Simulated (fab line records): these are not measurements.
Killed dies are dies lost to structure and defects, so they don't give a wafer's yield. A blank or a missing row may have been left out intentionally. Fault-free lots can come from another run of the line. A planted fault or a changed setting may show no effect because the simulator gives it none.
Struck lot and sound lot, side by side	flow gf180mcu	15 out of 602 route steps
Sound: the wafers L486.1, L486.3, L486.6. Wafers L492.3, L492.4, L492.5 were the ones struck. The cause comes at the end.
Each step with rows lists, per side, the tool, then ch with its chambers, then its first start. Under that, the readings that differ: sound wafers	struck wafers	difference of the means	sigmas: that difference in standard deviations of wafers without a fault.
alike: words and numbers the same on both sides, and readings whose means are apart by under 2 such deviations; not compared: readings that were withheld, readings missing a value for some wafer, numbers with overlapping values and no deviation given by the record, and bounds like >300 which may hide the same value.
Wherever a step has rows on one side only, a row that says differs or no value, or a row with sigmas, the two part there. Non-overlapping numbers with no deviation appear without sigmas and do not part them. Lack of a reading on every wafer of one side parts them only where that side has two or more wafers.

GF_M2_SPUTTER_04: material TiN, target thk 50 nm, time 41.7 s.
  sound on pvdSputter-04 at day 20 05:37; struck on pvdSputter-02 at day 22 21:52
  alike: throttleValvePct
GF_M2_RS_MEAS_05: a four-point-probe measurement.
  sound on filmMetro-02 at day 20 05:40; struck on filmMetro-04 at day 22 21:56
  alike: M2_ALCU_RS
GF_M2_THK_MEAS_06: measures by xrf.
  sound on filmMetro-02 at day 20 05:47; struck on filmMetro-04 at day 22 22:02
  alike: M2_ALCU_THK
then, 7 steps without rows for these wafers: GF_M2_DEHYDRATE_07 (time 60 s); GF_M2_HMDS_08 (prime time 60 s); GF_M2_COAT_09 (resist thk 1000 nm); GF_M2_SOFTBAKE_10 (time 60 s); GF_M2_EXPOSE_11 (exposes mask Metal2, target cd 280 nm); GF_M2_PEB_12 (peb time 90 s); GF_M2_DEVELOP_13 (develop time 60 s).
GF_M2_CD_MEAS_14 targets a cd of 280 nm.
  sound on cdSem-02 at day 21 05:39; struck on cdSem-02 at day 23 20:01
  alike: cdNm
GF_M2_OVL_MEAS_15:
  sound on overlay-01 at day 21 05:46; struck on overlay-02 at day 23 20:06
  alike: M2_OVL
GF_M2_METAL_ETCH_16: etches the open film in Cl2/BCl3, stops on SiO2, target depth 627.5 nm, time 104.6 s.
  sound on rieMetal-01 ch 0,1, day 21 05:48; struck on rieMetal-01 ch 0,1, day 23 20:10
reading	sound	struck	difference	sigmas
oesProductAu (a.u.)	0.965 0.970 0.968	0.775 0.790 0.782	-0.185	-29
throttleValvePct (%)	28.244 28.251 28.239	28.443 28.446 28.443	+0.199	+18
model.etch.depthNm (nm)	600.4 607.1 600.1	412.3 415.4 415.7	-188.1	
model.M2.featureDepthNm (nm)	600.4 607.1 600.1	412.3 415.4 415.7	-188.1	
model.KrF_of_M2_COAT_09.thkNm (nm)	733.4 732.6 725.4	821 817.4 818.7	+89	
  alike: bcl3FlowSccm, biasW, drypumpMotorCurrentA
  not compared: rfHoursCounterH
GF_M2_STRIP_17: strips in O2/N2.
  sound on plasmaAsher-01 ch 0, day 21 05:55; struck on plasmaAsher-03 ch 0,1, day 23 20:16
reading	sound	struck	difference	sigmas
heaterPowerW (W)	301 306 304	363 318 336	+35	+2
oesProductAu (a.u.)	0.557 0.556 0.556	0.590 0.595 0.597	+0.038	+8
stripTimeToEndpointS (s)	7.86 7.85 7.78	8.69 8.69 8.67	+0.85	+23
  alike: drypumpMotorCurrentA
  not compared: rfHoursCounterH
then, 1 step without rows for these wafers: GF_M2_STRIP_18 (strips in post etch residue remover, time 1200 s).

## WHERE THEY PART
Earliest at GF_M2_METAL_ETCH_16; latest, in this record, at GF_M2_STRIP_17.

WHY: what the simulator had put in
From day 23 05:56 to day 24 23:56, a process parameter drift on rieMetal-01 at GF_M2_METAL_ETCH_16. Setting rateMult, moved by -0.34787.
